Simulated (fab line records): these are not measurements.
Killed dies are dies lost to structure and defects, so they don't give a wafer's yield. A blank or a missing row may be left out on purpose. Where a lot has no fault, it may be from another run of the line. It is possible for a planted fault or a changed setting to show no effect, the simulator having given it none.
fab line records | flow sfqLine
[record] lots = 14 | wafers = 42 | lastDay = 83
route steps=325 shown A5B@210 C5@246 M7@294 I7@298
lots that met no fault: taken from a fault-free run of the same line
startH: the number of hours between the record's first day and the start of the first shown wafer of the lot | waitH: hours elapsed since this lot's preceding step | " the same as in the row above | L1.1+2: a single row standing in for several wafers | - either no value or no given start | * or withheld: withheld | < > ~ a bound
route shown NAME@n: names a module that has steps shown in the file, with the first one's number in the route | usual: average and standard deviation across the fault-free wafers | same: alike in all rows | chamber/n: place in a boat | sites: readings site by site | _std_site: their standard deviation | _edge_site: outer sites' mean less inner sites' | radiusMm: how far each site lies from the wafer's centre | mask NAME#n: copy n | behind: the last tool/chamber to shape the wafer | hold: what put the lot on hold/how long, in hours/how the hold closed | device: transistor that didn't switch, given as n, p or np | end of line: tests of these same wafers at the route's end | where a step has no rows: the recipe by itself | killed: dies that structure and defects cost at the first sort, which is not the same as the wafer's yield | map: dies across one wafer; x = killed, . = not, _ = none there
set.NAME: setting as actually run; set.NAME@STEP: the setting as run at that earlier step | model.NAME: the simulator's own value behind a step, which no gauge read
route steps across a sampled set of lots; one table per step, one row per wafer
services: the hour from which a tool's chamber was out of use, counted from the record's first day as startH (under 0 if before that day), plus the number of hours and why
[[steps]]
[step SFQ_TRILAYER_A5B_CMP_CMP_130]
[recipe] stopOn = Nb | downForcePsi = 3 | platenRpm = 60 | targetThkNm = 340.7
[usual] edgeZonePressureFrac = 1.000/0.0055 | headPressurePsi = 3.000/0.0055 | motorCurrentA = 9.5/0.85
lot.wafer | tool   | chamber | startH  | waitH | edgeZonePressureFrac | headPressurePsi | motorCurrentA
L480.1    | cmp-01 | 0       | 1309.42 | 14.1  | 1.006                | 2.995           | 9.4
L480.4    | "      | 1       | "       | "     | 0.987                | 2.997           | 8.2
L480.6    | "      | 1       | 1311.92 | 16.5  | 0.994                | 2.996           | 8.8
L481.1    | cmp-01 | 0       | 1318.92 | 9.6   | 0.990                | 3.004           | 9.7
L481.5    | "      | 3       | 1320.42 | 11.1  | 0.998                | 2.992           | 11.0
L481.6    | "      | 0       | "       | "     | 1.001                | 3.001           | 9.5
L482.3    | cmp-01 | 0       | 1321.92 | 11.4  | 0.997                | 2.995           | 9.9
L482.2    | "      | 1       | "       | "     | 0.995                | 3.000           | 8.6
L482.6    | "      | 0       | 1323.92 | 13.4  | 1.000                | 3.001           | 9.4
L484.2    | cmp-02 | 3       | 1325.52 | 10.2  | 1.002                | 2.993           | 9.6
L484.1    | "      | 1       | 1326.52 | 11.2  | 1.015                | 3.003           | 10.1
L484.5    | "      | 2       | "       | "     | 0.989                | 2.994           | 8.1
L489.2    | cmp-02 | 2       | 1457.56 | 9.2   | -                    | -               | -
L489.1    | "      | 0       | 1458.56 | 10.2  | -                    | -               | -
L489.6    | "      | 2       | 1459.56 | 11.2  | -                    | -               | -
L490.2    | cmp-02 | 3       | 1461.06 | 11.5  | -                    | -               | -
L490.6    | "      | 2       | 1462.56 | 13.0  | -                    | -               | -
L490.5    | "      | 3       | "       | "     | -                    | -               | -
L494.4    | cmp-02 | 0       | 1508.56 | 12.4  | 0.999                | 3.005           | 9.4
L494.3    | "      | 1       | "       | "     | 1.000                | 2.996           | 9.8
L494.6    | "      | 0       | 1510.56 | 14.4  | 0.988                | 3.006           | 8.4
L496.2    | cmp-01 | 2       | 1529.93 | 4.2   | 1.004                | 3.007           | 10.1
L496.1    | "      | 3       | "       | "     | 1.002                | 2.989           | 10.8
L496.5    | "      | 2       | 1531.93 | 6.1   | 0.996                | 2.996           | 10.0
L497.1    | cmp-01 | 0       | 1532.43 | 4.3   | 1.004                | 3.001           | 9.6
L497.2    | "      | 2       | 1533.43 | 5.3   | 1.000                | 2.996           | 9.2
L497.5    | "      | 1       | 1534.93 | 6.7   | 0.998                | 2.998           | 8.8
L499.1    | cmp-02 | 1       | 1657.71 | 0.0   | 0.994                | 2.993           | 10.0
L499.4    | "      | 2       | "       | "     | 1.005                | 3.008           | 8.7
L499.6    | "      | 1       | 1659.71 | 2.0   | 0.999                | 2.988           | 10.0
L500.1    | cmp-01 | 0       | 1667.36 | 0.0   | 1.001                | 3.004           | 9.2
L500.3    | "      | 2       | 1668.36 | 1.0   | 0.996                | 3.005           | 9.9
L500.5    | "      | 0       | 1669.36 | 2.0   | 1.000                | 3.006           | 10.0
L501.4    | cmp-01 | 3       | 1676.26 | 0.5   | 1.007                | 2.997           | 10.8
L501.3    | "      | 1       | 1677.26 | 1.5   | 1.004                | 2.998           | 8.6
L501.5    | "      | 2       | "       | "     | 1.008                | 3.003           | 9.9
L502.4    | cmp-02 | 1       | 1686.18 | 1.0   | 0.999                | 3.004           | 10.0
L502.2    | "      | 2       | "       | "     | 0.992                | 3.005           | 7.7
L502.6    | "      | 3       | "       | "     | 0.993                | 3.001           | 10.4
L503.1    | cmp-02 | 2       | 1692.84 | 0.0   | 1.010                | 2.993           | 8.7
L503.3    | "      | 3       | "       | "     | 1.016                | 3.005           | 9.9
L503.5    | "      | 2       | 1694.84 | 2.0   | 1.009                | 2.999           | 8.3
[step SFQ_TRILAYER_A5B_METRO_MEASURE_131]
[usual] thkNm = 339/7.6
lot.wafer | tool         | chamber | startH  | waitH | thkNm
L480.1    | filmMetro-04 | -       | 1312.42 | 2.5   | 337
L480.4    | "            | -       | "       | "     | 336
L480.6    | "            | -       | "       | "     | 339
L481.1    | filmMetro-04 | -       | 1321.42 | 2.0   | 342
L481.5    | "            | -       | "       | "     | 349
L481.6    | "            | -       | "       | "     | 352
L482.2    | filmMetro-04 | -       | 1324.62 | 1.7   | 346
L482.3    | "            | -       | "       | "     | 348
L482.6    | "            | -       | "       | "     | 350
L484.1    | filmMetro-01 | -       | 1328.02 | 1.0   | 346
L484.2    | "            | -       | "       | "     | 331
L484.5    | "            | -       | "       | "     | 347
L489.1    | filmMetro-01 | -       | 1460.56 | 1.5   | 611
L489.2    | "            | -       | "       | "     | 587
L489.6    | "            | -       | "       | "     | 605
L490.2    | filmMetro-04 | -       | 1463.76 | 2.2   | 608
L490.5    | "            | -       | "       | "     | 611
L490.6    | "            | -       | "       | "     | 619
L494.3    | filmMetro-02 | -       | 1511.96 | 2.4   | 336
L494.4    | "            | -       | "       | "     | 332
L494.6    | "            | -       | "       | "     | 342
L496.1    | filmMetro-01 | -       | 1532.43 | 1.5   | 338
L496.2    | "            | -       | "       | "     | 331
L496.5    | "            | -       | "       | "     | 323
L497.1    | filmMetro-01 | -       | 1535.43 | 2.5   | 342
L497.2    | "            | -       | "       | "     | 342
L497.5    | "            | -       | "       | "     | 342
L499.1    | filmMetro-04 | -       | 1660.71 | 2.5   | 337
L499.4    | "            | -       | "       | "     | 332
L499.6    | "            | -       | "       | "     | 340
L500.1    | filmMetro-01 | -       | 1670.36 | 2.5   | 332
L500.3    | "            | -       | "       | "     | 332
L500.5    | "            | -       | "       | "     | 337
L501.3    | filmMetro-04 | -       | 1679.16 | 1.4   | 333
L501.4    | "            | -       | "       | "     | 344
L501.5    | "            | -       | "       | "     | 340
L502.2    | filmMetro-01 | -       | 1688.38 | 1.2   | 344
L502.4    | "            | -       | "       | "     | 334
L502.6    | "            | -       | "       | "     | 319
L503.1    | filmMetro-01 | -       | 1695.84 | 2.5   | 327
L503.3    | "            | -       | "       | "     | 326
L503.5    | "            | -       | "       | "     | 328
[step SFQ_C5_OVL_MEAS_937]
[usual] C5_OVL = -5/5.6
lot.wafer | tool       | chamber | startH  | waitH | C5_OVL[nm]
L480.1    | overlay-02 | -       | 1451.88 | 0.1   | 0
L480.4    | "          | -       | "       | "     | -4
L480.6    | "          | -       | "       | "     | 3
L481.1    | overlay-01 | -       | 1528.96 | 0.1   | -9
L481.5    | "          | -       | "       | "     | -6
L481.6    | "          | -       | "       | "     | -5
L482.2    | overlay-01 | -       | 1536.17 | 0.1   | 0
L482.3    | "          | -       | "       | "     | 0
L482.6    | "          | -       | "       | "     | -4
L484.1    | overlay-01 | -       | 1542.16 | 0.1   | -1
L484.2    | "          | -       | "       | "     | -5
L484.5    | "          | -       | "       | "     | -8
L489.1    | overlay-01 | -       | 1590.53 | 0.1   | -13
L489.2    | "          | -       | "       | "     | -9
L489.6    | "          | -       | "       | "     | -11
L490.2    | overlay-01 | -       | 1596.95 | 0.1   | 1
L490.5    | "          | -       | "       | "     | 6
L490.6    | "          | -       | "       | "     | 5
L494.3    | overlay-01 | -       | 1620.96 | 0.1   | -1
L494.4    | "          | -       | "       | "     | -6
L494.6    | "          | -       | "       | "     | -12
L496.1    | overlay-01 | -       | 1660.02 | 0.1   | -1
L496.2    | "          | -       | "       | "     | 7
L496.5    | "          | -       | "       | "     | -3
L497.1    | overlay-02 | -       | 1679.22 | 0.1   | -12
L497.2    | "          | -       | "       | "     | -9
L497.5    | "          | -       | "       | "     | -9
L499.1    | overlay-02 | -       | 1759.85 | 0.1   | -8
L499.4    | "          | -       | "       | "     | 1
L499.6    | "          | -       | "       | "     | -8
L500.1    | overlay-01 | -       | 1761.18 | 0.1   | -4
L500.3    | "          | -       | "       | "     | 0
L500.5    | "          | -       | "       | "     | -9
L501.3    | overlay-01 | -       | 1775.79 | 0.1   | -4
L501.4    | "          | -       | "       | "     | -5
L501.5    | "          | -       | "       | "     | -11
L502.2    | overlay-01 | -       | 1784.19 | 0.1   | -6
L502.4    | "          | -       | "       | "     | -4
L502.6    | "          | -       | "       | "     | -7
L503.1    | overlay-01 | -       | 1810.58 | 0.1   | -15
L503.3    | "          | -       | "       | "     | -18
L503.5    | "          | -       | "       | "     | -12
[step SFQ_TRILAYER_M7_STRIP_STRIP_181]
[recipe] gas = O2 | powerW = 200 | platenTempC = 40 | overashFraction = 0.65 | chemistry = O2 | pressureMtorr = 50
[usual] drypumpMotorCurrentA = 5.4/0.33 | oesProductAu = 0.998/0.015
lot.wafer | tool        | chamber | startH  | waitH | drypumpMotorCurrentA | oesProductAu | rfHoursCounterH
L480.1    | rieMetal-04 | 1       | 1602.83 | 0.2   | 5.2                  | 1.005        | 82
L480.4    | "           | 1       | "       | "     | 5.2                  | 1.000        | -
L480.6    | "           | 1       | "       | "     | 5.2                  | 1.003        | -
L481.1    | rieMetal-03 | 0       | 1607.36 | 0.1   | 5.0                  | 1.038        | 71
L481.5    | "           | 1       | "       | "     | 5.7                  | 0.991        | -
L481.6    | "           | 0       | "       | "     | 5.0                  | 1.038        | -
L482.2    | rieMetal-03 | 1       | 1644.25 | 0.1   | 5.7                  | 0.990        | 60
L482.3    | "           | 0       | "       | "     | 5.0                  | 1.020        | -
L482.6    | "           | 0       | "       | "     | 5.0                  | 1.038        | -
L484.1    | rieMetal-01 | 1       | 1730.80 | 0.1   | 6.1                  | 1.003        | 74
L484.2    | "           | 0       | "       | "     | 5.4                  | 0.980        | 23
L484.5    | "           | 0       | "       | "     | 5.4                  | 0.975        | -
L489.1    | rieMetal-03 | 1       | 1778.38 | 0.1   | 5.7                  | 0.978        | 80
L489.2    | "           | 0       | "       | "     | 5.0                  | 1.012        | 97
L489.6    | "           | 0       | "       | "     | 5.0                  | 1.004        | -
L490.2    | rieMetal-04 | 0       | 1779.58 | 0.1   | 5.5                  | 0.993        | 91
L490.5    | "           | 0       | "       | "     | 5.5                  | 0.993        | -
L490.6    | "           | 1       | "       | "     | 5.2                  | 1.016        | -
L494.3    | rieMetal-01 | 0       | 1813.32 | 0.2   | 5.3                  | 0.974        | -
L494.4    | "           | 1       | "       | "     | 6.1                  | 0.990        | -
L494.6    | "           | 0       | "       | "     | 5.4                  | 0.982        | -
L496.1    | rieMetal-03 | 1       | 1820.32 | 0.1   | 5.7                  | 0.987        | 86
L496.2    | "           | 0       | "       | "     | 5.0                  | 1.011        | 102
L496.5    | "           | 0       | "       | "     | 5.0                  | 1.018        | -
L497.1    | rieMetal-04 | 0       | 1825.29 | 0.1   | 5.5                  | 1.005        | 99
L497.2    | "           | 1       | "       | "     | 5.2                  | 0.997        | 111
L497.5    | "           | 0       | "       | "     | 5.5                  | 0.996        | -
L499.1    | rieMetal-04 | 0       | 1865.92 | 0.1   | 5.5                  | 1.011        | 104
L499.4    | "           | 1       | "       | "     | 5.2                  | 1.010        | -
L499.6    | "           | 1       | "       | "     | 5.2                  | 1.006        | -
L500.1    | rieMetal-01 | 1       | 1870.72 | 0.1   | 6.0                  | 0.994        | 93
L500.3    | "           | 0       | "       | "     | 5.3                  | 0.983        | -
L500.5    | "           | 0       | "       | "     | 5.3                  | 0.990        | -
L501.3    | rieMetal-04 | 1       | 1885.57 | 0.2   | 5.2                  | 1.009        | -
L501.4    | "           | 0       | "       | "     | 5.5                  | 1.000        | -
L501.5    | "           | 0       | "       | "     | 5.5                  | 0.999        | -
L502.2    | rieMetal-03 | 0       | 1886.57 | 0.1   | 5.0                  | 1.014        | 111
L502.4    | "           | 1       | "       | "     | 5.7                  | 0.979        | -
L502.6    | "           | 1       | "       | "     | 5.7                  | 0.976        | -
L503.1    | rieMetal-01 | 0       | 1887.77 | 0.1   | 5.4                  | 0.981        | 46
L503.3    | "           | 1       | "       | "     | 6.1                  | 0.996        | -
L503.5    | "           | 0       | "       | "     | 5.3                  | 0.995        | -
[step SFQ_I7_BOW_MEAS_946]
[recipe] mode = bow
[usual] I7_BOW = 9/13
lot.wafer | tool         | chamber | startH  | waitH | I7_BOW[um]
L480.1    | filmMetro-01 | -       | 1621.70 | 2.5   | -2
L480.4    | "            | -       | "       | "     | -8
L480.6    | "            | -       | "       | "     | -8
L481.1    | filmMetro-02 | -       | 1624.57 | 1.5   | 25
L481.5    | "            | -       | "       | "     | 28
L481.6    | "            | -       | "       | "     | 18
L482.2    | filmMetro-03 | -       | 1654.97 | 1.5   | -6
L482.3    | "            | -       | "       | "     | -4
L482.6    | "            | -       | "       | "     | -19
L484.1    | filmMetro-02 | -       | 1735.89 | 2.0   | 34
L484.2    | "            | -       | "       | "     | 12
L484.5    | "            | -       | "       | "     | 26
L489.1    | filmMetro-02 | -       | 1782.68 | 2.0   | 10
L489.2    | "            | -       | "       | "     | 9
L489.6    | "            | -       | "       | "     | 7
L490.2    | filmMetro-02 | -       | 1785.70 | 2.0   | 12
L490.5    | "            | -       | "       | "     | 17
L490.6    | "            | -       | "       | "     | 11
L494.3    | filmMetro-03 | -       | 1817.05 | 1.5   | 22
L494.4    | "            | -       | "       | "     | 17
L494.6    | "            | -       | "       | "     | 3
L496.1    | filmMetro-02 | -       | 1830.53 | 2.0   | -2
L496.2    | "            | -       | "       | "     | -4
L496.5    | "            | -       | "       | "     | -13
L497.1    | filmMetro-03 | -       | 1832.06 | 2.0   | 3
L497.2    | "            | -       | "       | "     | -1
L497.5    | "            | -       | "       | "     | 23
L499.1    | filmMetro-01 | -       | 1870.54 | 1.0   | 27
L499.4    | "            | -       | "       | "     | 32
L499.6    | "            | -       | "       | "     | 18
L500.1    | filmMetro-03 | -       | 1874.60 | 1.0   | 2
L500.3    | "            | -       | "       | "     | 8
L500.5    | "            | -       | "       | "     | 8
L501.3    | filmMetro-02 | -       | 1889.75 | 2.0   | -22
L501.4    | "            | -       | "       | "     | -7
L501.5    | "            | -       | "       | "     | -5
L502.2    | filmMetro-01 | -       | 1892.73 | 1.5   | 15
L502.4    | "            | -       | "       | "     | 5
L502.6    | "            | -       | "       | "     | 0
L503.1    | filmMetro-02 | -       | 1892.86 | 2.0   | 12
L503.3    | "            | -       | "       | "     | 12
L503.5    | "            | -       | "       | "     | 7
[[services]]
tool         | chamber | startH  | hours | kind
filmMetro-01 | -       | 1288.11 | 1.1   | pm
cmp-01       | -       | 1288.96 | 1.9   | repair
cmp-01       | -       | 1300.49 | 0.3   | repair
cmp-02       | -       | 1338.12 | 0.6   | repair
filmMetro-01 | -       | 1341.54 | 1.9   | pm
cmp-02       | -       | 1347.77 | 7.1   | repair
cmp-02       | -       | 1352.29 | 3.1   | repair
cmp-01       | -       | 1372.42 | 3.8   | pm
cmp-02       | -       | 1415.22 | 1.3   | repair
cmp-02       | -       | 1428.55 | 4.0   | pm
filmMetro-01 | -       | 1437.75 | 0.4   | pm
cmp-02       | -       | 1441.24 | 1.4   | repair
cmp-02       | -       | 1451.62 | 5.9   | pm
filmMetro-01 | -       | 1485.51 | 3.8   | repair
filmMetro-01 | -       | 1533.63 | 0.4   | pm
cmp-01       | -       | 1568.30 | 22.8  | pm
filmMetro-01 | -       | 1586.54 | 0.8   | pm
cmp-01       | -       | 1591.06 | 8.5   | pm
cmp-01       | -       | 1602.57 | 4.0   | pm
cmp-02       | -       | 1639.70 | 6.2   | pm
filmMetro-01 | -       | 1645.46 | 1.1   | repair
cmp-02       | -       | 1668.41 | 3.4   | repair
cmp-02       | -       | 1677.50 | 0.4   | repair
filmMetro-01 | -       | 1682.08 | 1.6   | pm
[[key]]
[firstSign] step = SFQ_TRILAYER_A5B_CMP_CMP_130 | reading = toolRecord | direction = missing
[effect] step = SFQ_TRILAYER_A5B_METRO_MEASURE_131 | reading = thkNm | direction = up | sigmas = 35 | usual = 339 | struck = 607
metAt SFQ_TRILAYER_A5B_CMP_CMP_130
struckLots L489,L490
notActingAt SFQ_C5_OVL_MEAS_937,SFQ_TRILAYER_M7_STRIP_STRIP_181,SFQ_I7_BOW_MEAS_946
onsetBetween 1325.52 1457.56
[fault] kind = skippedStepWhole | tool = cmp-02 | chamber = - | onsetH = 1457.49 | steps = SFQ_TRILAYER_A5B_CMP_CMP_130 | scope = struckLotsOnly
